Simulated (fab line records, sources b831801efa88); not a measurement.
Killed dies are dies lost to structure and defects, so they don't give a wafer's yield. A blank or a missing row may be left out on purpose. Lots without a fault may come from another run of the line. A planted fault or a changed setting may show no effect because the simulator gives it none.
Which tool did it? | flow gf180mcu | 6 lots, 18 wafers sampled, at 3 steps of a route of 602

WHAT THE GAUGES READ, wafer by wafer
GF_MIM_THK_MEAS_11: measures by xrf.
lot  | measured     | on            | MIM_ALCU_THK (nm)
L517 | day 25 10:23 | film_metro-02 | 207 208 199
L523 | day 27 04:54 | film_metro-03 | 208 209 208
L527 | day 28 17:43 | film_metro-03 | 208 210 209
L531 | day 29 17:20 | film_metro-01 | 201 204 209
L534 | day 30 09:32 | film_metro-03 | 201 209 201
L536 | day 30 22:59 | film_metro-02 | 209 208 201

WHICH TOOL RAN EACH LOT (tool, then ch and the chambers of the sampled wafers, then the start)
lot  | GF_MIM_SPUTTER_00            | GF_MIM_SPUTTER_01
L517 | pvd_sputter-03, day 25 09:51 | pvd_sputter-03, day 25 09:57
L523 | pvd_sputter-03, day 27 04:22 | pvd_sputter-03, day 27 04:28
L527 | pvd_sputter-01, day 28 17:11 | pvd_sputter-01, day 28 17:17
L531 | pvd_sputter-01, day 29 16:49 | pvd_sputter-01, day 29 16:55
L534 | pvd_sputter-02, day 30 09:00 | pvd_sputter-02, day 30 09:06
L536 | pvd_sputter-03, day 30 22:26 | pvd_sputter-03, day 30 22:32
- GF_MIM_SPUTTER_00: material Ti, target thk 37.5 nm, time 150 s.
- GF_MIM_SPUTTER_01: material TiN, target thk 30 nm, time 25 s.

THE ANSWER, worked out from the rows above alone
Rule: what is usual is taken from the lots themselves. Put in order of their means at a reading, lots are off if they are a third of the lots or fewer, leave a main group of 4 or more, and stand apart from it by a gap of 3 or more times the standard deviation of the main group's means; of several such gaps the widest counts. A main group whose means are all the same, to the digits that the tables above print for the reading, isn't used. A lot without any number at a reading at which 4 lots or more have one is off too. The other lots that the step has rows for count as sound.
No lot is off at any reading shown: from this, nothing can be told.

WHAT THE SIMULATOR HAD PUT IN
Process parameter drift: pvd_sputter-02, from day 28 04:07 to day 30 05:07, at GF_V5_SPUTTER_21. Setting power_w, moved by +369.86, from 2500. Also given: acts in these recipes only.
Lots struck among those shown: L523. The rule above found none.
